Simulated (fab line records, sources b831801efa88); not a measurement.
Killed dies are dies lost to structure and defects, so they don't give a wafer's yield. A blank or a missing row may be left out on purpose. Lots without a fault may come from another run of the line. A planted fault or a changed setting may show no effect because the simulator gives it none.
One fault seen from 2 desks | flow sky130 | each desk has only its own numbers; what lay behind them comes last

THE METROLOGY DESK
What the gauges read, lot by lot, whatever tool the lot ran on: means of the sampled wafers that have a number. A lot is out of limits, marked OUT, if its mean lies more than 4 standard deviations from the usual mean; the brackets give that distance.
Columns: A = NWELL_OXIDATION_THK at SKY_NWELL_THK_MEAS_02, usual 10.02 nm; B = PWDE_TW at SKY_PWDE_TW_MEAS_10, usual 373.6; C = NWELL_01_OVL at SKY_NWELL_OVL_MEAS_23, usual -1.2 nm
lot  | first seen here | A     | B     | C
L579 | day 2 13:20     | 10.07 | 372.3 | 0.4
L580 | day 2 19:07     | 10.24 | 374.6 | -0.4
L581 | day 3 01:12     | 10.21 | 377.0 | -0.0
L583 | day 3 08:22     | 9.77  | 376.8 | -2.0
L585 | day 3 19:34     | 9.81  | 377.6 | 1.7
L587 | day 4 08:08     | 10.04 | 377.2 | -2.2
L588 | day 4 12:32     | 10.01 | 375.3 | -2.1
L589 | day 4 16:42     | 10.06 | 372.9 | 172.6 (+99 or more) OUT
L591 | day 5 02:13     | 9.92  | 374.5 | 173.6 (+99 or more) OUT
L598 | day 6 16:34     | 9.98  | 372.1 | 1.5
L601 | day 7 12:35     | 9.92  | 373.6 | -1.2
L602 | day 7 14:52     | 10.14 | 370.6 | -0.1
This desk's finding: out of limits on L589, L591; first on L589, day 7 23:26 (NWELL_01_OVL at SKY_NWELL_OVL_MEAS_23). In limits: L579, L580, L581, L583, L585, L587, L588, L598, L601, L602.

THE TOOL OWNER'S DESK: iline_stepper-02
The tool's own readings at SKY_NWELL_EXPOSE_20 (exposes mask NWM COMPLEMENT, target cd 840 nm): means of the sampled wafers that have a number, for each lot that ran on this tool. A lot is out of limits, marked OUT, if its mean lies more than 4 standard deviations from the usual mean; the brackets give that distance.
Columns: A = exposure_dose_mJ_cm2 at SKY_NWELL_EXPOSE_20, usual 259.99
lot  | first seen here | A
L579 | day 4 23:21     | 260.00
L580 | day 5 07:29     | 259.98
L581 | day 5 13:31     | 260.14
L583 | day 5 23:20     | 260.06
L585 | day 6 10:17     | 260.19
L587 | day 7 03:21     | 259.54
L589 | day 7 13:07     | 260.10
L591 | day 7 23:55     | 259.68
This desk's finding: nothing out of limits on any of the 8 lots.

PUT TOGETHER
The metrology desk could have raised an alarm at day 7 23:26, on L589, L591.
The tool owner's desk saw nothing out of limits.
The tool owner's desk has L589, L591 on record, within its limits.
Of the lots named, all ran SKY_NWELL_EXPOSE_20 on iline_stepper-02.

WHAT THE SIMULATOR HAD PUT IN
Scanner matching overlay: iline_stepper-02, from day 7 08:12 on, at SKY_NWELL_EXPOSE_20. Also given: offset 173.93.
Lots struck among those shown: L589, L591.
Hours from the fault's start to each desk's first reading out of limits: the metrology desk, 15.
